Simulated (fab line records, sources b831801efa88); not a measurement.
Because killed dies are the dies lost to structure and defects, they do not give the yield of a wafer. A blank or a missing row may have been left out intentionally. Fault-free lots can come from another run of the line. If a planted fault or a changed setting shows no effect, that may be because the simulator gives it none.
A struck lot beside a sound one :: flow sky130 :: 15 steps out of a route of 708
Sound: these wafers, L383.2, L383.3, L383.5. Struck: wafers L395.1, L395.5, L395.6. At the end, the cause is stated.
Order at every step that has rows: each side's tool, ch and its chambers, its first start. Under that, the readings that differ: sound wafers :: struck wafers :: difference of the means :: sigmas: that difference in standard deviations of wafers without a fault.
alike: readings whose means differ by less than 2 such deviations, and words and numbers that are the same on both sides. not compared: withheld readings, readings that some wafer has no value for, bounds like >300 that may hide the same value, and numbers for which the record gives no deviation and whose values overlap.
Wherever a step has rows on one side only, a row that says differs or no value, or a row with sigmas, the two part there. Numbers that don't overlap but have no deviation are shown without sigmas and don't part them. Lack of a reading on every wafer of one side parts them only where that side has two or more wafers.

first, 3 steps without rows for these wafers: SKY_SONOS_ONO_WET_ETCH_18 (etches Si3N4 in H3PO4, target depth 15 nm, time 172 s); SKY_GATE_OXIDE_CLEAN_00 (cleans in SC1/SC2, time 150 s); SKY_GATE_OXIDE_OXIDATION_01 (stabilise 600 s, purge 300 s, target thk 10.268 nm).
SKY_GATE_OXIDE_THK_MEAS_02:
  sound: filmMetro-04 at day 15 22:03; struck: filmMetro-01 at day 18 22:01
  alike: GATE_OXIDE_OXIDATION_00_THK
then, 7 steps without rows for these wafers: SKY_GATE_OXIDE_DEHYDRATE_03 (time 60 s); SKY_GATE_OXIDE_HMDS_04 (prime time 60 s); SKY_GATE_OXIDE_COAT_05 (resist thk 1140 nm); SKY_GATE_OXIDE_SOFTBAKE_06 (time 60 s); SKY_GATE_OXIDE_EXPOSE_07 (exposes mask LVOM, target cd 600 nm); SKY_GATE_OXIDE_PEB_08; SKY_GATE_OXIDE_DEVELOP_09 (develop time 60 s).
SKY_GATE_OXIDE_OVL_MEAS_10:
  sound: overlay-01 at day 17 01:19; struck: overlay-01 at day 20 04:36
  alike: GATE_OXIDE_OVL
SKY_GATE_OXIDE_IMPLANT_11:
  sound on implanter-03 ch 0, day 17 01:22; struck on implanter-03 ch 0, day 20 04:38
reading: beamEnergyKeV
sound: 10.001 10.000 9.9994
struck: 9.1363 9.1382 9.1405
difference: -0.8618
sigmas: -99 or more

reading: model.implant.rpNm (nm)
sound: 32.11 32.11 32.11
struck: 29.8 29.8 29.8
difference: -2.3
sigmas: 

reading: model.implant.drpNm (nm)
sound: 17.11 17.11 17.11
struck: 16.07 16.07 16.07
difference: -1.04
sigmas: 
  alike: endStationPressureTorr
then, 1 step without rows for these wafers: SKY_GATE_OXIDE_WET_ETCH_12 (etches SiO2 in dHF, target depth 16.8 nm, time 336 s).
-- here the record skips 30 days between the struck wafers' starts before and after, leaving off in module GATE_OXIDE and picking up in module PAD_OPEN (first step shown: number 708 of the route) --
SKY_PAD_OPEN_PROBE_99:
  sound: prober-02 at day 48 00:31; struck: prober-02 at day 50 00:26
reading: model.etest.pfet_01v8_lvt.offLog10AUm
sound: -8.995 -9.1 -8.981
struck: -9.356 -9.423 -9.535
difference: -0.413
sigmas: 

reading: model.etest.pfet_01v8_lvt.vtSatV (V)
sound: -0.445 -0.4496 -0.449
struck: -0.4639 -0.4658 -0.4723
difference: -0.0195
sigmas: 

reading: model.etest.pfet_01v8_lvt.vtV (V)
sound: -0.5321 -0.5381 -0.5368
struck: -0.5467 -0.55 -0.5549
difference: -0.0149
sigmas: 

reading: model.etest.pfet_01v8_lvt.vtLongV (V)
sound: -0.651 -0.6557 -0.6507
struck: -0.6669 -0.6705 -0.67
difference: -0.0167
sigmas: 
  alike: killed_at_M0_to_M3, killed_at_M4_up, killedAtContacts, killedAtFrontEnd, killedAtOther, killedDies, killedOpen, killedShort

## WHERE THEY PART
Only at SKY_GATE_OXIDE_IMPLANT_11, within this record. Later steps at which nothing parts them and some readings are alike: SKY_PAD_OPEN_PROBE_99.

WHY: what the simulator had put in
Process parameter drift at SKY_GATE_OXIDE_IMPLANT_11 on implanter-03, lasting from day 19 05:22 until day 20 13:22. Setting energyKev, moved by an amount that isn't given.
